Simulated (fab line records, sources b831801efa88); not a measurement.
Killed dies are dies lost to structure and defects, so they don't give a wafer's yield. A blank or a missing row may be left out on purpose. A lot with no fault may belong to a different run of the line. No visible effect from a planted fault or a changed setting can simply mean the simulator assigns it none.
The tool behind it: which one? + flow gf180mcu + 36 wafers from 12 lots sampled at 6 of the route's 602 steps

## WHAT THE GAUGES SHOWED, per wafer
GF_VT_IMPLANT_RS_MEAS_47: measurement is done with a four-point probe. Usual: NWELL_RS gives 487.0 ohm/sq (standard deviation 1.4).
| lot  | measured     | on            | NWELL_RS (ohm/sq) | flag |
|------|--------------|---------------|-------------------|------|
| L591 | day 7 16:06  | film-metro-04 | 485.7 486.6 486.5 |      |
| L592 | day 8 06:26  | film-metro-04 | 487.1 488.7 486.5 |      |
| L594 | day 8 17:59  | film-metro-04 | 485.9 486.4 486.3 |      |
| L593 | day 8 19:28  | film-metro-03 | 486.6 486.7 487.2 |      |
| L595 | day 9 01:22  | film-metro-04 | 489.0 487.1 487.8 |      |
| L596 | day 9 04:04  | film-metro-04 | 489.2 488.1 487.0 |      |
| L598 | day 10 03:35 | film-metro-03 | 486.1 487.0 487.0 |      |
| L600 | day 10 06:26 | film-metro-01 | 484.6 485.2 486.9 |      |
| L601 | day 10 08:25 | film-metro-04 | 489.5 490.5 489.4 |      |
| L603 | day 11 05:29 | film-metro-04 | 486.8 486.4 484.6 |      |
| L607 | day 12 07:30 | film-metro-01 | 485.2 485.8 485.0 |      |
| L608 | day 12 10:55 | film-metro-01 | 487.7 486.1 487.1 |      |

GF_POLY_GATE_THK_MEAS_01. Usual: POLY_GATE_CVD_00_THK gives 200.0 nm (standard deviation 1.9).
| lot  | measured     | on            | POLY_GATE_CVD_00_THK (nm) | flag |
|------|--------------|---------------|---------------------------|------|
| L591 | day 8 13:05  | film-metro-01 | 199.7 199.7 198.4         |      |
| L592 | day 9 04:43  | film-metro-02 | 198.3 197.5 195.2         |      |
| L594 | day 9 17:10  | film-metro-01 | 200.9 198.7 201.9         |      |
| L593 | day 9 19:16  | film-metro-02 | 198.8 202.7 201.2         |      |
| L595 | day 10 00:22 | film-metro-02 | 197.3 196.6 197.6         |      |
| L596 | day 10 05:51 | film-metro-01 | 198.5 198.0 199.2         |      |
| L598 | day 11 06:56 | film-metro-02 | 199.5 200.6 198.9         |      |
| L600 | day 11 09:44 | film-metro-01 | 199.7 199.1 199.3         |      |
| L601 | day 11 09:43 | film-metro-02 | 201.0 199.9 200.7         |      |
| L603 | day 12 06:35 | film-metro-01 | 199.5 200.1 198.9         |      |
| L607 | day 13 08:34 | film-metro-01 | 200.8 199.7 201.7         |      |
| L608 | day 13 11:32 | film-metro-01 | 132.1 132.4 132.7         | OFF  |

GF_SAB_THK_MEAS_01. Usual: SAB_CVD_00_THK gives 50.1 nm (standard deviation 0.68).
| lot  | measured     | on            | SAB_CVD_00_THK (nm) | flag |
|------|--------------|---------------|---------------------|------|
| L591 | day 14 10:31 | film-metro-03 | 50.2 50.4 51.0      |      |
| L592 | day 15 05:34 | film-metro-02 | 50.7 51.0 50.5      |      |
| L594 | day 15 20:13 | film-metro-01 | 49.3 49.6 50.3      |      |
| L593 | day 15 23:59 | film-metro-03 | 49.8 50.0 51.2      |      |
| L595 | day 16 06:14 | film-metro-01 | 49.1 49.7 49.4      |      |
| L596 | day 16 11:40 | film-metro-01 | 49.3 49.7 50.5      |      |
| L598 | day 17 23:01 | film-metro-01 | 49.1 49.2 49.9      |      |
| L600 | day 18 04:20 | film-metro-02 | 50.6 49.9 51.3      |      |
| L601 | day 18 02:37 | film-metro-02 | 49.7 50.6 51.4      |      |
| L603 | day 19 00:58 | film-metro-03 | 50.5 50.2 51.3      |      |
| L607 | day 20 11:34 | film-metro-02 | 50.0 49.7 50.2      |      |
| L608 | day 20 12:46 | film-metro-03 | 49.4 48.5 49.9      |      |

## EACH LOT AND THE TOOL THAT RAN IT (in order: tool; ch and the chambers of the sampled wafers; start)
| lot  | GF_VT_IMPLANT_RTA_45             | GF_POLY_GATE_CVD_00         | GF_POLY_GATE_ETCH_13             |
|------|----------------------------------|-----------------------------|----------------------------------|
| L591 | rtp-anneal-02 ch 0, day 7 15:53  | lpcvd-02 ch 0, day 8 11:44  | rie-si-02 ch 1,2, day 9 06:52    |
| L592 | rtp-anneal-02 ch 0, day 8 06:13  | lpcvd-02 ch 0, day 9 03:23  | rie-si-02 ch 1,3, day 9 22:43    |
| L594 | rtp-anneal-02 ch 0, day 8 17:46  | lpcvd-01 ch 0, day 9 15:50  | rie-si-02 ch 1,3, day 10 11:48   |
| L593 | rtp-anneal-01 ch 0, day 8 19:15  | lpcvd-02 ch 1, day 9 17:56  | rie-si-01 ch 0,2, day 10 13:39   |
| L595 | rtp-anneal-02 ch 0, day 9 01:03  | lpcvd-02 ch 0, day 9 23:02  | rie-si-01 ch 2,3, day 10 19:22   |
| L596 | rtp-anneal-01 ch 0, day 9 03:50  | lpcvd-02 ch 0, day 10 04:31 | rie-si-01 ch 2,3, day 11 00:52   |
| L598 | rtp-anneal-02 ch 0, day 10 03:22 | lpcvd-02 ch 0, day 11 05:36 | rie-si-02 ch 0,2,3, day 12 01:52 |
| L600 | rtp-anneal-02 ch 0, day 10 06:13 | lpcvd-02 ch 0, day 11 08:22 | rie-si-02 ch 1,2,3, day 12 04:57 |
| L601 | rtp-anneal-02 ch 0, day 10 08:11 | lpcvd-02 ch 1, day 11 08:22 | rie-si-01 ch 0,2,3, day 12 05:07 |
| L603 | rtp-anneal-02 ch 0, day 11 05:16 | lpcvd-01 ch 1, day 12 05:15 | rie-si-02 ch 0,1,2, day 13 02:43 |
| L607 | rtp-anneal-01 ch 0, day 12 07:17 | lpcvd-01 ch 0, day 13 07:14 | rie-si-01 ch 0,1,3, day 14 06:40 |
| L608 | rtp-anneal-02 ch 0, day 12 10:42 | lpcvd-02 ch 1, day 13 10:12 | rie-si-01 ch 0,3, day 14 08:52   |
- GF_VT_IMPLANT_RTA_45: time 30 s.
- GF_POLY_GATE_CVD_00: deposits poly-Si, target thk 200 nm, time 1200 s.
- GF_POLY_GATE_ETCH_13: etches poly-Si in HBr/Cl2, stops on SiO2, target depth 198.5 nm, time 69.6 s.

## AS READ BY THE TOOLS THEMSELVES (means over the sampled wafers that have a number; for cases with no such wafer, the mark the record gives instead)
GF_VT_IMPLANT_RTA_45. Usual: lamp-power-pct 33.9 %, standard deviation 0.45; wafer_temp_C_max 1055.6, standard deviation 0.98.
| lot  | tool          | lamp-power-pct (%) | wafer_temp_C_max | flag |
|------|---------------|--------------------|------------------|------|
| L591 | rtp-anneal-02 | 33.5               | 1055.8           |      |
| L592 | rtp-anneal-02 | 33.5               | 1055.6           |      |
| L594 | rtp-anneal-02 | 33.5               | 1054.8           |      |
| L593 | rtp-anneal-01 | 34.4               | 1055.3           |      |
| L595 | rtp-anneal-02 | 33.5               | 1055.2           |      |
| L596 | rtp-anneal-01 | 34.5               | 1056.0           |      |
| L598 | rtp-anneal-02 | 33.5               | 1055.1           |      |
| L600 | rtp-anneal-02 | 33.6               | 1054.6           |      |
| L601 | rtp-anneal-02 | 33.5               | 1055.6           |      |
| L603 | rtp-anneal-02 | 33.5               | 1056.9           |      |
| L607 | rtp-anneal-01 | 34.5               | 1055.6           |      |
| L608 | rtp-anneal-02 | 33.5               | 1054.8           |      |

GF_POLY_GATE_CVD_00. Usual: spike-tc-upper-C 619.3 C, standard deviation 1.2.
| lot  | tool     | spike-tc-upper-C (C) | flag |
|------|----------|----------------------|------|
| L591 | lpcvd-02 | 618.1                |      |
| L592 | lpcvd-02 | 619.0                |      |
| L594 | lpcvd-01 | 620.7                |      |
| L593 | lpcvd-02 | 620.0                |      |
| L595 | lpcvd-02 | 618.8                |      |
| L596 | lpcvd-02 | 618.7                |      |
| L598 | lpcvd-02 | 620.0                |      |
| L600 | lpcvd-02 | 618.4                |      |
| L601 | lpcvd-02 | 618.5                |      |
| L603 | lpcvd-01 | 619.5                |      |
| L607 | lpcvd-01 | 619.8                |      |
| L608 | lpcvd-02 | 618.7                |      |

GF_POLY_GATE_ETCH_13. Usual: chamber-pressure-mTorr 10.002 mTorr, standard deviation 0.0095; drypump-motor-current-A 5.57 A, standard deviation 0.29; oes-product-au 0.989 a.u., standard deviation 0.008; throttle-valve-pct 33.685 %, standard deviation 0.0081.
| lot  | tool      | chamber-pressure-mTorr (mTorr) | drypump-motor-current-A (A) | oes-product-au (a.u.) | throttle-valve-pct (%) | flag |
|------|-----------|--------------------------------|-----------------------------|-----------------------|------------------------|------|
| L591 | rie-si-02 | 9.998                          | 5.64                        | 0.992                 | 33.687                 |      |
| L592 | rie-si-02 | 10.010                         | 5.61                        | 0.983                 | 33.688                 |      |
| L594 | rie-si-02 | 10.012                         | 5.57                        | 0.987                 | 33.686                 |      |
| L593 | rie-si-01 | 9.997                          | 5.48                        | 0.994                 | 33.690                 |      |
| L595 | rie-si-01 | 10.001                         | 5.53                        | 0.980                 | 33.686                 |      |
| L596 | rie-si-01 | 10.006                         | 5.56                        | 0.991                 | 33.677                 |      |
| L598 | rie-si-02 | 10.006                         | 5.60                        | 0.992                 | 33.690                 |      |
| L600 | rie-si-02 | 10.007                         | 5.61                        | 0.989                 | 33.683                 |      |
| L601 | rie-si-01 | 9.999                          | 5.50                        | 0.992                 | 33.686                 |      |
| L603 | rie-si-02 | 10.004                         | 5.63                        | 0.990                 | 33.684                 |      |
| L607 | rie-si-01 | 10.005                         | 5.43                        | 0.983                 | 33.684                 |      |
| L608 | rie-si-01 | 10.009                         | 5.20                        | 0.758                 | 33.681                 | OFF  |

## THE ANSWER, worked out from the rows above alone
Rule: a lot counts as off when the mean over its wafers that have a number is more than 3 standard deviations away from the usual mean. Also off: a lot with no number at a reading for which 4 or more lots have one. Any other lot the step has rows for is counted as sound. The gauges are gone through in route order, then the tools' own readings, and for those a lot's mean is taken as printed above. At the first step where some lot is off, the reading lying furthest off is the one used; lots without a number count as furthest.
Off: at GF_POLY_GATE_THK_MEAS_01 (POLY_GATE_CVD_00_THK), L608.
A tool fits if, at a process step before that reading, it ran every lot that is off, and no sound lot after the first of them. The gauges at GF_POLY_GATE_THK_MEAS_01 aren't tried: what is off there is off at GF_POLY_GATE_ETCH_13 too, on other tools, and a gauge's error can't cause that. 2 tools fit, rtp-anneal-02 at GF_VT_IMPLANT_RTA_45 and lpcvd-02 at GF_POLY_GATE_CVD_00, so this cannot tell which one it is.

## WHAT THE SIMULATOR PUT IN
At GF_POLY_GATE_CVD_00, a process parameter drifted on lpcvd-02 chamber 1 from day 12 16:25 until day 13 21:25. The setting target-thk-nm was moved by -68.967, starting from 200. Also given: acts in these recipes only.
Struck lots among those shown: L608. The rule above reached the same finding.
